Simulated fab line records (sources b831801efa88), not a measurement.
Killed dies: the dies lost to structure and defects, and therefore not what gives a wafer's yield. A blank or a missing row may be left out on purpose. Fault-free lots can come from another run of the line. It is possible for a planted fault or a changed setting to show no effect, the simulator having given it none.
Code-filled problem report in 8D (eight disciplines) form | flow sky130 | the parts of the form that need people (team, actions taken, sign-off) are left out

## 1. THE ISSUE
runLengthS at SKY_FIELD_ISO_ETCH_14 reads a mean of 83.9 s on 1 wafer of 1 lot; wafers without a fault read 74.2 s with a standard deviation of 0.31. Measured from the usual mean, that is +31 standard deviations.
The step: etches BARC in N2/H2, stops on SiO2, time 45.9 s, target depth 60 nm.
Seen first at day 5 16:29 on rieDiel-04, wafer L968.1. Wafers with a number at this step in the record: 38, from 13 lots. Rule for "out" (also "out of limits"): further than 4 standard deviations from the usual mean. All remaining wafers that have a number are taken as sound.

## 2. WHAT IT IS AND WHAT IT IS NOT
question                    | is                       | is not
which readings at this step | runLengthS, oesProductAu | drypumpMotorCurrentA, throttleValvePct
which lots                  | L968                     | L952, L954, L956, L957, L958, L960, L961, L962, L963, L964, L974, L975
which wafers of those lots  | L968.1                   | L968.2
read on which tools         | rieDiel-04               | rieDiel-02, rieDiel-03
when                        | from day 5 16:29         | up to then (31 sound wafers); but 6 sound wafers of L974, L975 came after

## 3. THE SUSPECTS, EACH WITH WHAT RULES IT OUT
Counting: if a tool at a process step up to the reading ran every lot that is out, it stays a suspect. Sound lots after the first of them don't rule it out here, since some wafers of a struck lot are sound.
- rieDiel-04 at SKY_FIELD_ISO_ETCH_14 (etches BARC in N2/H2, stops on SiO2, time 45.9 s, target depth 60 nm): kept. The lot that is out, L968, ran on it at day 5 16:29; the last sound lot it ran before that was L963, at day 4 14:41. Out on those wafers are its own readings of oesProductAu, runLengthS.
- At SKY_FIELD_ISO_ETCH_14 on rieDiel-04, chamber 1 took the sound wafers of the same lots and chamber 3 took the wafers that are out.
After counting, what remains is rieDiel-04 at SKY_FIELD_ISO_ETCH_14.

## 4. THE CAUSE (what the simulator had put in)
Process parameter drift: rieDiel-04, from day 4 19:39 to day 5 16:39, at SKY_FIELD_ISO_ETCH_14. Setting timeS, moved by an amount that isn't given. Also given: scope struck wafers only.
Counting left only this tool.

## 5. THE EFFECT CHAIN, in route order
Rows list readings where the struck wafers' mean (over those with a number) sits beyond 3 standard deviations from the usual. Scope: only readings with a usual standard deviation given in the record; hours: median across lots of the time from each lot's start at the first step in this table that gives one to its start at this step; sigmas: change in usual standard deviations.
hours | step                  | reading      | usual      | on struck wafers | change | sigmas
0     | SKY_FIELD_ISO_ETCH_14 | oesProductAu | 0.856 a.u. | 0.773            | -0.083 | -18
0     | SKY_FIELD_ISO_ETCH_14 | runLengthS   | 74.2 s     | 83.9             | +9.7   | +31
Process steps it contains:
- SKY_FIELD_ISO_ETCH_14: etches BARC in N2/H2, stops on SiO2, time 45.9 s, target depth 60 nm.
At these later measuring or inspecting steps, every struck wafer for which the step has a row has a number for every such reading, and none has moved that far: SKY_NWELL_THK_MEAS_02, SKY_PWDE_TW_MEAS_10.

## 6. WHAT WOULD HAVE CAUGHT IT SOONER
The fault began at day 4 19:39; the first out-of-limits reading in this record came at day 5 16:29, 21 hours later.
